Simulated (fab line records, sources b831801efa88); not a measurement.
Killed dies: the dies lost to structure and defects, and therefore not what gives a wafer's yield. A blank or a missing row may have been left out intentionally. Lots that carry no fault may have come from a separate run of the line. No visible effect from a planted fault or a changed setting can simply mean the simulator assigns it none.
What tool caused it? || flow sky130 || Sampling: 8 lots, 24 wafers, 5 of 708 route steps

== WHAT EACH GAUGE READ, for each wafer ==
SKY_FIELD_ISO_BOW_MEAS_00.
{"lot": "L211", "measured": "day 1 10:01", "on": "film metro-02", "INCOMING_BOW (um)": "-2 12 0"}
{"lot": "L212", "measured": "day 1 15:00", "on": "film metro-01", "INCOMING_BOW (um)": "6 -2 1"}
{"lot": "L213", "measured": "day 1 20:00", "on": "film metro-02", "INCOMING_BOW (um)": "-2 -8 6"}
{"lot": "L214", "measured": "day 2 01:01", "on": "film metro-04", "INCOMING_BOW (um)": "-2 -1 -3"}
{"lot": "L215", "measured": "day 2 06:00", "on": "film metro-01", "INCOMING_BOW (um)": "0 4 14"}
{"lot": "L216", "measured": "day 2 11:04", "on": "film metro-04", "INCOMING_BOW (um)": "4 -9 -6"}
{"lot": "L217", "measured": "day 2 16:02", "on": "film metro-04", "INCOMING_BOW (um)": "9 -14 -3"}
{"lot": "L218", "measured": "day 2 21:00", "on": "film metro-04", "INCOMING_BOW (um)": "5 8 -7"}

SKY_FIELD_ISO_CD_MEAS_13 targets a cd of 150 nm.
{"lot": "L211", "measured": "day 2 04:14", "on": "cd sem-01", "cd nm (nm)": "153.2 150.6 150.7"}
{"lot": "L212", "measured": "day 2 09:31", "on": "cd sem-01", "cd nm (nm)": "149.6 150.2 151.1"}
{"lot": "L213", "measured": "day 2 15:04", "on": "cd sem-01", "cd nm (nm)": "147.9 149.9 149.2"}
{"lot": "L214", "measured": "day 2 21:35", "on": "cd sem-01", "cd nm (nm)": "150.2 149.8 150.8"}
{"lot": "L215", "measured": "day 3 01:44", "on": "cd sem-01", "cd nm (nm)": "152.1 152.9 150.3"}
{"lot": "L216", "measured": "day 3 12:28", "on": "cd sem-01", "cd nm (nm)": "150.8 151.5 150.9"}
{"lot": "L217", "measured": "day 3 13:35", "on": "cd sem-01", "cd nm (nm)": "150.7 152.2 151.6"}
{"lot": "L218", "measured": "day 3 22:54", "on": "cd sem-01", "cd nm (nm)": "148.6 149.6 151.1"}

SKY_DNWELL_TW_MEAS_09.
{"lot": "L211", "measured": "day 3 16:34", "on": "film metro-03", "DNWELL_TW": "1111 1111 1107"}
{"lot": "L212", "measured": "day 4 00:20", "on": "film metro-01", "DNWELL_TW": "1125 1125 1122"}
{"lot": "L213", "measured": "day 4 00:29", "on": "film metro-02", "DNWELL_TW": "1107 1104 1102"}
{"lot": "L214", "measured": "day 4 04:39", "on": "film metro-02", "DNWELL_TW": "1094 1103 1095"}
{"lot": "L215", "measured": "day 4 05:23", "on": "film metro-02", "DNWELL_TW": "1993 2006 2001"}
{"lot": "L216", "measured": "day 4 10:46", "on": "film metro-03", "DNWELL_TW": "2003 2010 2013"}
{"lot": "L217", "measured": "day 4 14:46", "on": "film metro-01", "DNWELL_TW": "2052 2042 2026"}
{"lot": "L218", "measured": "day 5 00:20", "on": "film metro-01", "DNWELL_TW": "2032 2031 2029"}

SKY_NWELL_OVL_MEAS_10.
{"lot": "L211", "measured": "day 5 03:37", "on": "overlay-01", "NWELL_00_OVL (nm)": "-0.8 0.5 -0.4"}
{"lot": "L212", "measured": "day 5 11:12", "on": "overlay-02", "NWELL_00_OVL (nm)": "-0.7 -1.6 -1.0"}
{"lot": "L213", "measured": "day 5 11:51", "on": "overlay-01", "NWELL_00_OVL (nm)": "-0.5 0.3 0.0"}
{"lot": "L214", "measured": "day 5 15:37", "on": "overlay-02", "NWELL_00_OVL (nm)": "2.8 2.5 1.8"}
{"lot": "L215", "measured": "day 5 16:59", "on": "overlay-02", "NWELL_00_OVL (nm)": "3.1 -0.3 1.6"}
{"lot": "L216", "measured": "day 5 22:55", "on": "overlay-02", "NWELL_00_OVL (nm)": "1.7 0.3 1.4"}
{"lot": "L217", "measured": "day 6 03:49", "on": "overlay-01", "NWELL_00_OVL (nm)": "0.9 -0.2 -0.6"}
{"lot": "L218", "measured": "day 6 13:29", "on": "overlay-02", "NWELL_00_OVL (nm)": "4.3 4.0 2.8"}

== TOOL THAT RAN EACH LOT (tool first, then ch and the chambers of the sampled wafers, then the start) ==
{"lot": "L211", "SKY_DNWELL_IMPLANT_07": "implanter-04 ch 0, day 3 16:20"}
{"lot": "L212", "SKY_DNWELL_IMPLANT_07": "implanter-04 ch 0, day 4 00:05"}
{"lot": "L213", "SKY_DNWELL_IMPLANT_07": "implanter-04 ch 0, day 4 00:14"}
{"lot": "L214", "SKY_DNWELL_IMPLANT_07": "implanter-03 ch 0, day 4 04:25"}
{"lot": "L215", "SKY_DNWELL_IMPLANT_07": "implanter-01 ch 0, day 4 05:08"}
{"lot": "L216", "SKY_DNWELL_IMPLANT_07": "implanter-03 ch 0, day 4 10:34"}
{"lot": "L217", "SKY_DNWELL_IMPLANT_07": "implanter-04 ch 0, day 4 14:32"}
{"lot": "L218", "SKY_DNWELL_IMPLANT_07": "implanter-03 ch 0, day 5 00:05"}
- SKY_DNWELL_IMPLANT_07

== WHAT THE TOOLS THEMSELVES READ (means of the sampled wafers that have a number; where no wafer has one, the mark that the record gives instead) ==
The record holds no such reading with a usual standard deviation.

== THE ANSWER, worked out from the rows above alone ==
Rule: the usual values come from the lots themselves. Put in order of their means at a reading, lots are off if they are a third of the lots or fewer, leave a main group of 4 or more, and stand apart from it by a gap of 3 or more times the standard deviation of the main group's means; of several such gaps the widest counts. Not used: any main group whose means are identical at the precision the tables above print for the reading. A lot without any number at a reading at which 4 lots or more have one is off too. All remaining lots with rows at the step are treated as sound. After the gauges, taken in route order, come the tools' own readings; for these a lot's mean is taken, as printed above. The first step at which some lot is off is used, and at that step the reading that is off furthest; a lot without a number counts as furthest.
No lot is off on any of the readings shown, so nothing can be concluded from this.

== WHAT HAD BEEN PUT IN BY THE SIMULATOR ==
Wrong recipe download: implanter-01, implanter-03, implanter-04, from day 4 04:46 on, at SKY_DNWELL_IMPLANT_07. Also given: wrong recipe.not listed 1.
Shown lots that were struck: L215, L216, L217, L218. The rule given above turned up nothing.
